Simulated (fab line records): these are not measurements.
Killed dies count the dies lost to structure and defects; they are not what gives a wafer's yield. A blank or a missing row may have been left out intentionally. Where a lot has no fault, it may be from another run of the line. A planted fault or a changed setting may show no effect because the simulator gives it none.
Which of the tools did it?    flow gf180mcu    Sampling: 6 lots, 18 wafers, 2 of 602 route steps

WHAT THE GAUGES SHOWED, per wafer
GF_MVSD_OVL_MEAS_07.
lot   measured     on          MVSD_OVL (nm)
L424  day 5 14:03  overlay-01  -0.7 -0.4 0.3
L430  day 6 22:27  overlay-02  0.0 -1.3 -0.6
L434  day 7 22:09  overlay-02  - - -
L439  day 9 03:23  overlay-01  1.7 1.6 -0.4
L441  day 9 11:09  overlay-01  -2.4 -0.4 -0.9
L443  day 9 23:57  overlay-01  0.5 0.2 -0.5

EACH LOT AND THE TOOL THAT RAN IT (in order: tool; ch and the chambers of the sampled wafers; start)
lot   GF_MVSD_COAT_02
L424  litho_track-02 ch 0, day 5 06:53
L430  litho_track-01 ch 0, day 6 14:13
L434  litho_track-02, day 7 14:22
L439  litho_track-01 ch 0, day 8 18:30
L441  litho_track-03 ch 0, day 9 02:55
L443  litho_track-03 ch 0, day 9 15:22
- GF_MVSD_COAT_02: resist thk 3000 nm.

THE ANSWER, worked out from the rows above alone
Rule: the usual values come from the lots themselves. Put in order of their means at a reading, lots are off if they are a third of the lots or fewer, leave a main group of 4 or more, and stand apart from it by a gap of 3 or more times the standard deviation of the main group's means; of several such gaps the widest counts. A main group is skipped when, at the precision printed for the reading in the tables above, its means are all equal. Also off: a lot with no number at a reading for which 4 or more lots have one. All remaining lots with rows at the step are treated as sound.
Off: at GF_MVSD_OVL_MEAS_07 (MVSD_OVL), L434. Without a number there: L434. For the main group the mean is -0.2 nm and the standard deviation 0.73.
A tool fits if, at a process step before that reading, it ran every lot that is off, and no sound lot after the first of them. The gauges at GF_MVSD_OVL_MEAS_07 are tried like those tools. Undecided on this evidence; 2 tools fit (litho_track-02 at GF_MVSD_COAT_02, overlay-02 at GF_MVSD_OVL_MEAS_07).

WHAT THE SIMULATOR HAD INSERTED
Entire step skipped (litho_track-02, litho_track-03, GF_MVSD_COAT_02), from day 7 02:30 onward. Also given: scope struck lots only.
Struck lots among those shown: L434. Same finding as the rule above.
